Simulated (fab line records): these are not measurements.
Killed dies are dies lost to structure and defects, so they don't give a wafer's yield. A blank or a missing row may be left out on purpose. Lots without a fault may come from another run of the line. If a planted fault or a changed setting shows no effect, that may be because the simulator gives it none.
fab line records	flow gf180mcu
record lots=5	wafers=23
route steps=602 shown NSD@237 SAB@272 M1@319 V1@346 M2@373 V2@391
start-h: hours from the record's opening day to when the first of the lot's shown wafers began	wait-h: hours from the lot's prior step to this one	" as in the row above	L1.1+2: several wafers, shown together as one row	- no value, or no start was given	* or withheld: withheld	< > ~ a bound
route shown NAME@n: a module of which the file shows steps, and the number in the route of the first	usual: mean and standard deviation over wafers with no fault	same: alike in all rows	chamber/n: place in a boat	sites: per-site readings	_std_site: standard deviation of those values	_edge_site: outer sites' mean less inner sites'	radius-mm: for every site, how far away it sits from the centre of the wafer	mask NAME#n: copy n	behind: tool/chamber where the wafer was last shaped	hold: why the lot went on hold/how many hours it stayed there/how the hold came to an end	device: whichever transistor did not switch (one of n, p or np)	end of line: tests run on the same wafers once the route is complete	a step without rows: its recipe alone	killed: at the first sort, the dies lost to defects and structure; wafer yield is something else	map: a wafer's dies, x killed, . not, _ none there
set.NAME: setting as actually run; set.NAME@STEP: the setting as run at that earlier step	model.NAME: the simulator's own value behind a step, which no gauge read
one table per step and one row per wafer, for lots whose settings were changed on purpose
## steps
# step GF_NSD_COAT_02
# recipe resist=NOVOLAK	spin-rpm=3000	resist-thk-nm=1000
lot.wafer	tool	chamber	start-h	wait-h	set.resist-thk-nm	model.NOVOLAK_of_NSD_COAT_02.thk-nm
L074.1	litho-track-02	0	280.31	0.1	1000	1004
L074.2	"	0	"	"	1000	1003
L074.6	"	0	"	"	1000	1001
L076.1	litho-track-04	0	306.71	0.1	1000	1002
L076.2	"	0	"	"	1000	1005
L076.4	"	0	"	"	1000	1000
L076.5	"	0	"	"	1000	1004
L076.6	"	0	"	"	1000	998.2
L077.1	litho-track-01	0	310.23	0.1	1000	996.3
L077.2	"	0	"	"	1000	997.2
L077.3	"	0	"	"	1000	999.5
L077.5	"	0	"	"	1000	998.1
L077.6	"	0	"	"	1000	998.7
L079.1+5	litho-track-04	0	325.46	0.1	956.8	958.7
L079.2+3	"	0	"	"	1000	1001
L079.4	"	0	"	"	1000	1004
L080.1	litho-track-02	0	334.91	0.1	1000	999
L080.2	"	0	"	"	1000	999.2
L080.4	"	0	"	"	947.7	945.4
L080.5	"	0	"	"	947.7	950
L080.6	"	0	"	"	947.7	947.5
# step GF_NSD_DEVELOP_06
# recipe develop-time-s=60	dev-temp-c=23
lot.wafer	tool	chamber	start-h	wait-h	set.develop-time-s
L074.1+2+6	litho-track-02	0	290.31	0.1	60
L076.1+2	litho-track-04	0	317.16	0.1	52.52
L076.4+5+6	"	0	"	"	60
L077.1+2+3	litho-track-04	0	320.41	0.1	63.35
L077.5+6	"	0	"	"	60
L079.1+2+3	litho-track-02	0	336.01	0.1	64.33
L079.4+5	"	0	"	"	60
L080.1+2+4	litho-track-04	0	345.66	0.1	51.95
L080.5+6	"	0	"	"	60
# step GF_NSD_CD_MEAS_07
# recipe target-cd-nm=400
# usual cd-nm=398.4/2.3
lot.wafer	tool	chamber	start-h	wait-h	set.develop-time-s@NSD_DEVELOP_06	cd-nm
L074.1	cd-sem-01	-	290.46	0.1	60	397.6
L074.2	"	-	"	"	60	399.3
L074.6	"	-	"	"	60	397.8
L076.1	cd-sem-02	-	317.31	0.1	52.52	384.1
L076.2	"	-	"	"	52.52	383.9
L076.4	"	-	"	"	60	395.0
L076.5	"	-	"	"	60	394.7
L076.6	"	-	"	"	60	396.5
L077.1	cd-sem-02	-	320.56	0.1	63.35	402.2
L077.2	"	-	"	"	63.35	402.2
L077.3	"	-	"	"	63.35	403.2
L077.5	"	-	"	"	60	396.9
L077.6	"	-	"	"	60	397.4
L079.1	cd-sem-02	-	336.20	0.2	64.33	408.7
L079.2	"	-	"	"	64.33	406.8
L079.3	"	-	"	"	64.33	409.0
L079.4	"	-	"	"	60	399.9
L079.5	"	-	"	"	60	403.4
L080.1	cd-sem-02	-	345.81	0.1	51.95	383.1
L080.2	"	-	"	"	51.95	382.8
L080.4	"	-	"	"	51.95	388.3
L080.5	"	-	"	"	60	401.8
L080.6	"	-	"	"	60	405.4
# step GF_NSD_IMPLANT_09
# recipe species=As	energy-kev=60	dose-cm2=4e+15	tilt-deg=7
# step GF_NSD_IMPLANT_10
# recipe species=P	energy-kev=40	dose-cm2=5e+14	tilt-deg=7
# step GF_NSD_STRIP_11
# recipe chemistry=O2/N2	power-w=1400	pressure-mtorr=1500	platen-temp-c=250	o2-flow-sccm=3000	n2-flow-sccm=300	overash-fraction=0.5
# usual strip-time-to-endpoint-s=22.97/0.034
lot.wafer	tool	chamber	start-h	wait-h	set.resist-thk-nm@NSD_COAT_02	strip-time-to-endpoint-s
L074.1	plasma-asher-04	0	290.92	0.1	1000	23.04
L074.2	"	1	"	"	1000	23.02
L074.6	"	0	"	"	1000	23.00
L076.1	plasma-asher-04	1	317.77	0.1	1000	22.97
L076.2	"	0	"	"	1000	23.03
L076.4	"	1	"	"	1000	22.96
L076.5	"	0	"	"	1000	23.02
L076.6	"	1	"	"	1000	22.94
L077.1	plasma-asher-02	1	321.02	0.1	1000	22.91
L077.2	"	0	"	"	1000	22.94
L077.3	"	0	"	"	1000	22.97
L077.5	"	0	"	"	1000	22.94
L077.6	"	1	"	"	1000	22.97
L079.1	plasma-asher-04	1	336.66	0.1	956.8	22.50
L079.2	"	0	"	"	1000	22.96
L079.3	"	0	"	"	1000	22.99
L079.4	"	1	"	"	1000	23.00
L079.5	"	1	"	"	956.8	22.50
L080.1	plasma-asher-02	1	346.27	0.1	1000	22.95
L080.2	"	0	"	"	1000	22.97
L080.4	"	0	"	"	947.7	22.32
L080.5	"	0	"	"	947.7	22.40
L080.6	"	1	"	"	947.7	22.35
# step GF_SAB_DEVELOP_08
# recipe develop-time-s=60	dev-temp-c=23
lot.wafer	tool	chamber	start-h	wait-h	set.develop-time-s
L074.1+2+6	litho-track-02	0	331.66	0.1	60
L076.1+4+5	litho-track-02	0	360.86	0.1	62.64
L076.2+6	"	0	"	"	60
L077.1+2+5	litho-track-03	0	363.73	0.1	68.57
L077.3+6	"	0	"	"	60
L079.1+2+3+4+5	litho-track-03	0	381.33	0.1	60
L080.1+5+6	litho-track-03	0	391.48	0.1	67.35
L080.2+4	"	0	"	"	60
# step GF_SAB_CD_MEAS_09
# recipe target-cd-nm=420
# usual cd-nm=420.6/2.5
lot.wafer	tool	chamber	start-h	wait-h	set.develop-time-s@SAB_DEVELOP_08	cd-nm
L074.1	cd-sem-01	-	331.81	0.1	60	420.4
L074.2	"	-	"	"	60	420.9
L074.6	"	-	"	"	60	420.1
L076.1	cd-sem-01	-	361.01	0.1	62.64	416.4
L076.2	"	-	"	"	60	422.0
L076.4	"	-	"	"	62.64	416.1
L076.5	"	-	"	"	62.64	416.2
L076.6	"	-	"	"	60	420.1
L077.1	cd-sem-01	-	363.88	0.1	68.57	403.9
L077.2	"	-	"	"	68.57	404.5
L077.3	"	-	"	"	60	416.2
L077.5	"	-	"	"	68.57	405.7
L077.6	"	-	"	"	60	416.4
L079.1	cd-sem-02	-	381.51	0.2	60	425.5
L079.2	"	-	"	"	60	421.1
L079.3	"	-	"	"	60	421.8
L079.4	"	-	"	"	60	422.3
L079.5	"	-	"	"	60	423.7
L080.1	cd-sem-02	-	391.63	0.1	67.35	411.7
L080.2	"	-	"	"	60	420.7
L080.4	"	-	"	"	60	421.0
L080.5	"	-	"	"	67.35	409.3
L080.6	"	-	"	"	67.35	408.1
# step GF_SAB_ETCH_11
# recipe chemistry=C4F8/O2/Ar	mask-material=NOVOLAK	target=SiO2	target-depth-nm=55	source-w=1500	bias-w=1200	pressure-mtorr=40	c4f8-flow-sccm=withheld	O2_flow_sccm=6	Ar_flow_sccm=300	time-s=8.5
lot.wafer	tool	chamber	start-h	wait-h	set.time-s	set.develop-time-s@SAB_DEVELOP_08	model.SAB.cd-nm	model.SAB.feature-depth-nm
L074.1	rie-diel-04	1	331.97	0.0	8.5	60	420	55.47
L074.2	"	3	"	"	8.5	60	421.1	54.5
L074.6	"	1	"	"	8.5	60	420.2	55.29
L076.1	rie-diel-04	1	361.17	0.0	8.5	62.64	416.6	54.78
L076.2	"	0	"	"	8.5	60	421.8	54.48
L076.4	"	3	"	"	8.5	62.64	416.6	54.09
L076.5	"	2	"	"	8.5	62.64	415.3	54.24
L076.6	"	3	"	"	8.5	60	420.7	54.44
L077.1	rie-diel-04	2	364.04	0.0	8.5	68.57	403.7	54.91
L077.2	"	0	"	"	8.5	68.57	404.3	54.9
L077.3	"	1	"	"	8.5	60	416.2	54.96
L077.5	"	3	"	"	8.5	68.57	406.1	54.95
L077.6	"	2	"	"	8.5	60	416	55.02
L079.1	rie-diel-04	0	381.67	0.0	8.5	60	426	55.37
L079.2	"	3	"	"	9.554	60	421.7	61
L079.3	"	1	"	"	8.5	60	421.8	55.39
L079.4	"	2	"	"	9.554	60	421.8	62.13
L079.5	"	1	"	"	9.554	60	424.2	62.02
L080.1	rie-diel-03	3	391.79	0.0	8.5	67.35	411.5	55.71
L080.2	"	2	"	"	7.342	60	420.5	48.04
L080.4	"	1	"	"	8.5	60	420.9	56.67
L080.5	"	1	"	"	7.342	67.35	409.7	49.22
L080.6	"	0	"	"	7.342	67.35	407.8	48.11
# step GF_M1_SPUTTER_04
# recipe material=TiN	target-thk-nm=50	power-w=6500	time-s=41.7	chamber-pressure-pa=0.4
lot.wafer	tool	chamber	start-h	wait-h	set.time-s	model.TiN_of_M1_SPUTTER_04.thk-nm
L074.1	pvd-sputter-04	-	356.86	0.0	41.7	49.87
L074.2	"	-	"	"	41.7	49.77
L074.6	"	-	"	"	41.7	50.31
L076.1	pvd-sputter-02	-	386.71	0.0	44.78	52.64
L076.2	"	-	"	"	44.78	52.75
L076.4	"	-	"	"	41.7	48.88
L076.5	"	-	"	"	44.78	52.71
L076.6	"	-	"	"	41.7	48.99
L077.1	pvd-sputter-02	-	389.92	0.0	41.7	49.87
L077.2	"	-	"	"	36.2	43.21
L077.3	"	-	"	"	41.7	49.73
L077.5	"	-	"	"	41.7	49.96
L077.6	"	-	"	"	36.2	43.19
L079.1	pvd-sputter-02	-	409.88	0.0	41.7	49.6
L079.2	"	-	"	"	41.7	49.12
L079.3	"	-	"	"	46.63	55.09
L079.4	"	-	"	"	41.7	49.59
L079.5	"	-	"	"	46.63	55.51
L080.1	pvd-sputter-02	-	417.53	0.0	46.18	55.89
L080.2	"	-	"	"	46.18	55.67
L080.4	"	-	"	"	41.7	50.43
L080.5	"	-	"	"	46.18	55.64
L080.6	"	-	"	"	41.7	50.76
# step GF_V1_EXPOSE_11
# recipe mask-id=Via1	target-cd-nm=260	na=0.68	source-shape=conventional	sigma-outer=0.6	dose-mj=38
lot.wafer	tool	chamber	start-h	wait-h	mask	set.dose-mj
L074.1+2+6	krf-scanner-02	0	-	-	Via1#0	38
L076.1+4+5	krf-scanner-01	0	-	-	Via1#0	39.68
L076.2+6	"	0	"	"	Via1#0	38
L077.1+3	krf-scanner-01	0	-	-	Via1#0	38.87
L077.2+5+6	"	0	"	"	Via1#0	38
L079.1+2	krf-scanner-01	0	-	-	Via1#0	35.27
L079.3+4+5	"	0	"	"	Via1#0	38
L080.1+4	krf-scanner-01	0	-	-	Via1#0	38
L080.2+5+6	"	0	"	"	Via1#0	39.28
# step GF_V1_DEVELOP_13
# recipe develop-time-s=60	resist=KrF	dev-temp-c=21
lot.wafer	tool	chamber	start-h	wait-h	set.develop-time-s
L074.1+2+6	litho-track-02	0	403.11	0.2	60
L076.1+2+6	litho-track-02	0	435.11	0.2	54.71
L076.4+5	"	0	"	"	60
L077.1+2+3	litho-track-03	0	438.33	0.2	56.57
L077.5+6	"	0	"	"	60
L079.1+2+3+4+5	litho-track-02	0	459.16	0.2	60
L080.1+5+6	litho-track-02	0	467.81	0.2	60
L080.2+4	"	0	"	"	54.73
# step GF_V1_CD_MEAS_14
# recipe target-cd-nm=260
# usual cd-nm=259.9/1.8
lot.wafer	tool	chamber	start-h	wait-h	set.dose-mj@V1_EXPOSE_11	cd-nm
L074.1	cd-sem-02	-	403.26	0.1	38	257.7
L074.2	"	-	"	"	38	257.7
L074.6	"	-	"	"	38	258.2
L076.1	cd-sem-02	-	435.26	0.1	39.68	264.7
L076.2	"	-	"	"	38	259.0
L076.4	"	-	"	"	39.68	266.9
L076.5	"	-	"	"	39.68	266.4
L076.6	"	-	"	"	38	259.5
L077.1	cd-sem-02	-	438.48	0.1	38.87	263.6
L077.2	"	-	"	"	38	260.3
L077.3	"	-	"	"	38.87	263.6
L077.5	"	-	"	"	38	260.6
L077.6	"	-	"	"	38	261.5
L079.1	cd-sem-02	-	459.31	0.1	35.27	246.4
L079.2	"	-	"	"	35.27	244.8
L079.3	"	-	"	"	38	256.3
L079.4	"	-	"	"	38	257.2
L079.5	"	-	"	"	38	257.3
L080.1	cd-sem-02	-	467.96	0.1	38	261.5
L080.2	"	-	"	"	39.28	266.5
L080.4	"	-	"	"	38	260.6
L080.5	"	-	"	"	39.28	266.0
L080.6	"	-	"	"	39.28	265.3
# step GF_V1_ETCH_16
# recipe chemistry=N2/H2	target-depth-a=withheld	overetch-a=withheld	time-s=withheld	target=BARC	ion-energy-ev=200	source-w=500	bias-w=100	pressure-mtorr=30	n2-flow-sccm=100	h2-flow-sccm=200
lot.wafer	tool	chamber	start-h	wait-h	set.dose-mj@V1_EXPOSE_11	model.V1.cd-nm
L074.1	rie-diel-01	1	403.42	0.0	38	257.5
L074.2	"	2	"	"	38	257.9
L074.6	"	0	"	"	38	258.3
L076.1	rie-diel-02	1	435.42	0.0	39.68	263.8
L076.2	"	2	"	"	38	260.2
L076.4	"	3	"	"	39.68	265.6
L076.5	"	2	"	"	39.68	266.9
L076.6	"	1	"	"	38	258.7
L077.1	rie-diel-04	2	438.64	0.0	38.87	263.9
L077.2	"	1	"	"	38	260.1
L077.3	"	3	"	"	38.87	263
L077.5	"	2	"	"	38	260.5
L077.6	"	3	"	"	38	261.4
L079.1+2	rie-diel-02	3,2	459.47	0.0	35.27	245.8
L079.3	"	1	"	"	38	254.8
L079.4+5	"	0,1	"	"	38	256.1
L080.1	rie-diel-02	2	468.12	0.0	38	262.1
L080.2	"	0	"	"	39.28	265.8
L080.4	"	3	"	"	38	259.6
L080.5	"	0	"	"	39.28	264.8
L080.6	"	3	"	"	39.28	264.2
# step GF_V1_ETCH_17
# recipe chemistry=C4F8/O2/Ar	mask-material=KrF	target=SiO2	stop-on=TiN	source-w=1529	bias-w=1200	pressure-mtorr=40	c4f8-flow-sccm=withheld	O2_flow_sccm=6	Ar_flow_sccm=300	time-s=withheld	target-depth-a=6300
lot.wafer	tool	chamber	start-h	wait-h	set.dose-mj@V1_EXPOSE_11	model.V1.cd-nm
L074.1	rie-diel-01	1	-	-	38	257.7
L074.2	"	2	"	"	38	257.1
L074.6	"	0	"	"	38	259.5
L076.1	rie-diel-02	1	-	-	39.68	264
L076.2	"	2	"	"	38	260.5
L076.4	"	3	"	"	39.68	265.7
L076.5	"	2	"	"	39.68	266.9
L076.6	"	1	"	"	38	259.1
L077.1+3	rie-diel-04	2,3	-	-	38.87	264
L077.2	"	1	"	"	38	259.7
L077.5	"	2	"	"	38	260.6
L077.6	"	3	"	"	38	262.4
L079.1	rie-diel-02	3	-	-	35.27	245.4
L079.2	"	2	"	"	35.27	245.9
L079.3	"	1	"	"	38	254.9
L079.4	"	0	"	"	38	256
L079.5	"	1	"	"	38	256.6
L080.1	rie-diel-02	2	-	-	38	262.5
L080.2	"	0	"	"	39.28	265.9
L080.4	"	3	"	"	38	259.4
L080.5	"	0	"	"	39.28	264.7
L080.6	"	3	"	"	39.28	264
# step GF_M2_EXPOSE_11
# recipe mask-id=Metal2	target-cd-nm=280	na=0.68	source-shape=conventional	sigma-outer=0.6	dose-mj=28
lot.wafer	tool	chamber	start-h	wait-h	mask	set.dose-mj
L074.1+2+6	krf-scanner-01	0	-	-	Metal2#0	28
L076.1+2+4	krf-scanner-01	0	-	-	Metal2#0	28
L076.5+6	"	0	"	"	Metal2#0	29.48
L077.1+2+6	krf-scanner-02	0	-	-	Metal2#0	29.74
L077.3+5	"	0	"	"	Metal2#0	28
L079.1+2+3	krf-scanner-02	0	-	-	Metal2#0	29
L079.4+5	"	0	"	"	Metal2#0	28
L080.1+2+4+5+6	krf-scanner-01	0	-	-	Metal2#0	28
# step GF_M2_PEB_12
# recipe peb-temp-c=135	peb-time-s=90	resist=KrF
# step GF_M2_DEVELOP_13
# recipe develop-time-s=60	dev-temp-c=21
# step GF_M2_CD_MEAS_14
# recipe target-cd-nm=280
# usual cd-nm=280.2/1.1
lot.wafer	tool	chamber	start-h	wait-h	set.dose-mj@M2_EXPOSE_11	cd-nm
L074.1	cd-sem-02	-	432.63	0.1	28	281.0
L074.2	"	-	"	"	28	281.0
L074.6	"	-	"	"	28	280.8
L076.1	cd-sem-01	-	460.61	0.1	28	278.6
L076.2	"	-	"	"	28	278.6
L076.4	"	-	"	"	28	277.6
L076.5	"	-	"	"	29.48	271.8
L076.6	"	-	"	"	29.48	271.3
L077.1	cd-sem-01	-	464.98	0.1	29.74	270.6
L077.2	"	-	"	"	29.74	270.3
L077.3	"	-	"	"	28	279.6
L077.5	"	-	"	"	28	278.6
L077.6	"	-	"	"	29.74	271.1
L079.1	cd-sem-01	-	484.83	0.1	29	274.2
L079.2	"	-	"	"	29	273.9
L079.3	"	-	"	"	29	273.4
L079.4	"	-	"	"	28	277.5
L079.5	"	-	"	"	28	280.3
L080.1	cd-sem-01	-	493.51	0.1	28	281.2
L080.2	"	-	"	"	28	280.4
L080.4	"	-	"	"	28	280.8
L080.5	"	-	"	"	28	279.6
L080.6	"	-	"	"	28	280.7
# step GF_M2_METAL_ETCH_16
# recipe chemistry=Cl2/BCl3	mask-material=KrF	target-depth-nm=627.5	stop-on=SiO2	pressure-mtorr=8	icp-w=800	bias-w=140	Cl2_flow_sccm=80	bcl3-flow-sccm=40	time-s=104.6
lot.wafer	tool	chamber	start-h	wait-h	set.dose-mj@M2_EXPOSE_11	model.M2.cd-nm
L074.1	rie-metal-03	0	432.79	0.0	28	284.7
L074.2	"	1	"	"	28	283
L074.6	"	1	"	"	28	282.4
L076.1	rie-metal-01	0	460.77	0.0	28	281.8
L076.2	"	1	"	"	28	285.5
L076.4	"	0	"	"	28	282.9
L076.5	"	0	"	"	29.48	273.8
L076.6	"	1	"	"	29.48	277.2
L077.1	rie-metal-04	0	465.14	0.0	29.74	265.2
L077.2	"	1	"	"	29.74	269.7
L077.3	"	1	"	"	28	277
L077.5	"	1	"	"	28	278
L077.6	"	0	"	"	29.74	266.9
L079.1	rie-metal-04	1	484.99	0.0	29	276.4
L079.2	"	1	"	"	29	276.9
L079.3	"	1	"	"	29	274.7
L079.4	"	1	"	"	28	279.9
L079.5	"	1	"	"	28	284.6
L080.1	rie-metal-04	1	493.67	0.0	28	281.4
L080.2	"	1	"	"	28	280.3
L080.4	"	1	"	"	28	278.5
L080.5+6	"	1	"	"	28	280.4
# step GF_V2_COAT_09
# recipe resist=KrF	spin-rpm=withheld	resist-thk-nm=1000
lot.wafer	tool	chamber	start-h	wait-h	set.resist-thk-nm	model.KrF_of_V2_COAT_09.thk-nm
L074.1	litho-track-01	0	-	-	1000	995.1
L074.2	"	0	"	"	1000	996.2
L074.6	"	0	"	"	1000	996.1
L076.1	litho-track-01	0	-	-	1055	1055
L076.2	"	0	"	"	1000	998.5
L076.4	"	0	"	"	1055	1058
L076.5	"	0	"	"	1000	1002
L076.6	"	0	"	"	1000	1004
L077.1	litho-track-03	0	-	-	1000	998.5
L077.2	"	0	"	"	982.3	980.5
L077.3	"	0	"	"	1000	999.2
L077.5	"	0	"	"	1000	1002
L077.6	"	0	"	"	982.3	980.9
L079.1	litho-track-01	0	-	-	1000	996.8
L079.2	"	0	"	"	1000	998.3
L079.3	"	0	"	"	1000	1001
L079.4	"	0	"	"	1000	997.4
L079.5	"	0	"	"	1000	997.8
L080.1	litho-track-03	0	-	-	978.4	978.2
L080.2	"	0	"	"	978.4	974.2
L080.4	"	0	"	"	978.4	975.5
L080.5	"	0	"	"	1000	999.4
L080.6	"	0	"	"	1000	998.2
# step GF_V2_ETCH_16
# recipe chemistry=N2/H2	target-depth-a=withheld	overetch-a=withheld	time-s=withheld	target=BARC	ion-energy-ev=200	source-w=500	bias-w=100	pressure-mtorr=30	n2-flow-sccm=100	h2-flow-sccm=200
lot.wafer	tool	chamber	start-h	wait-h	set.source-w
L074.1+2+6	rie-diel-03	1,0,1	459.04	0.0	500
L076.1+4+6	rie-diel-01	2,0,3	486.69	0.0	458.4
L076.2+5	"	3,0	"	"	500
L077.1+2+3+5+6	rie-diel-01	1,2,3,1,0	491.14	0.0	500
L079.1+2+3+4+5	rie-diel-03	3,0,1,2,1	510.14	0.0	500
L080.1+2+4+5+6	rie-diel-01	2,1,0,2,1	518.29	0.0	500
# step GF_V2_ETCH_17
# recipe chemistry=C4F8/O2/Ar	mask-material=KrF	target=SiO2	stop-on=TiN	source-w=1500	bias-w=1200	pressure-mtorr=40	c4f8-flow-sccm=withheld	O2_flow_sccm=6	Ar_flow_sccm=300	time-s=withheld	target-depth-a=6300
# step GF_V2_STRIP_18
# recipe chemistry=O2/N2	power-w=1400	pressure-mtorr=1500	platen-temp-c=250	o2-flow-sccm=3000	n2-flow-sccm=300	overash-fraction=0.5
# usual oes-product-au=0.592/0.0048
lot.wafer	tool	chamber	start-h	wait-h	set.resist-thk-nm@V2_COAT_09	oes-product-au
L074.1	plasma-asher-03	1	459.17	-	1000	0.592
L074.2	"	0	"	"	1000	0.591
L074.6	"	1	"	"	1000	0.596
L076.1	plasma-asher-03	1	486.82	-	1055	0.618
L076.2	"	0	"	"	1000	0.590
L076.4	"	0	"	"	1055	0.622
L076.5	"	1	"	"	1000	0.585
L076.6	"	0	"	"	1000	0.590
L077.1	plasma-asher-01	1	491.27	-	1000	0.591
L077.2	"	0	"	"	982.3	0.583
L077.3	"	0	"	"	1000	0.586
L077.5	"	0	"	"	1000	0.589
L077.6	"	1	"	"	982.3	0.578
L079.1	plasma-asher-03	1	510.27	-	1000	0.593
L079.2	"	0	"	"	1000	0.588
L079.3	"	1	"	"	1000	0.589
L079.4	"	0	"	"	1000	0.591
L079.5	"	0	"	"	1000	0.586
L080.1	plasma-asher-02	0	518.42	-	978.4	0.586
L080.2	"	1	"	"	978.4	0.582
L080.4	"	1	"	"	978.4	0.586
L080.5	"	0	"	"	1000	0.589
L080.6	"	1	"	"	1000	0.603
## key
split step=GF_NSD_COAT_02	setting=resist-thk-nm	stated=1000	by=wafer
response step=GF_NSD_COAT_02	reading=model.NOVOLAK_of_NSD_COAT_02.thk-nm	change=+9.9	per=1%	r=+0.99
response step=GF_NSD_STRIP_11	reading=strip-time-to-endpoint-s	change=*	per=1%	r=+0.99
split step=GF_NSD_DEVELOP_06	setting=develop-time-s	stated=60	by=wafer
response step=GF_NSD_CD_MEAS_07	reading=cd-nm	change=+1.13	per=1%	r=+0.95
split step=GF_SAB_DEVELOP_08	setting=develop-time-s	stated=60	by=wafer
response step=GF_SAB_CD_MEAS_09	reading=cd-nm	change=-0.867	per=1%	r=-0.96
response step=GF_SAB_ETCH_11	reading=model.SAB.cd-nm	change=-0.858	per=1%	r=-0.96
split step=GF_SAB_ETCH_11	setting=time-s	stated=8.5	by=wafer
response step=GF_SAB_ETCH_11	reading=model.SAB.feature-depth-nm	change=+0.542	per=1%	r=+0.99
split step=GF_M1_SPUTTER_04	setting=time-s	stated=41.7	by=wafer
response step=GF_M1_SPUTTER_04	reading=model.TiN_of_M1_SPUTTER_04.thk-nm	change=+0.496	per=1%	r=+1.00
split step=GF_V1_EXPOSE_11	setting=dose-mj	stated=38	by=wafer
response step=GF_V1_CD_MEAS_14	reading=cd-nm	change=+1.53	per=1%	r=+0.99
response step=GF_V1_ETCH_16	reading=model.V1.cd-nm	change=+1.34	per=1%	r=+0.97
response step=GF_V1_ETCH_17	reading=model.V1.cd-nm	change=+1.35	per=1%	r=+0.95
split step=GF_V1_DEVELOP_13	setting=develop-time-s	stated=60	by=wafer
response none clear
split step=GF_M2_EXPOSE_11	setting=dose-mj	stated=28	by=wafer
response step=GF_M2_CD_MEAS_14	reading=cd-nm	change=-1.34	per=1%	r=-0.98
response step=GF_M2_METAL_ETCH_16	reading=model.M2.cd-nm	change=-1.61	per=1%	r=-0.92
split step=GF_V2_COAT_09	setting=resist-thk-nm	stated=1000	by=wafer
response step=GF_V2_COAT_09	reading=model.KrF_of_V2_COAT_09.thk-nm	change=+10.2	per=1%	r=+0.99
response step=GF_V2_STRIP_18	reading=oes-product-au	change=+0.00552	per=1%	r=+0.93
split step=GF_V2_ETCH_16	setting=source-w	stated=500	by=wafer
response none clear
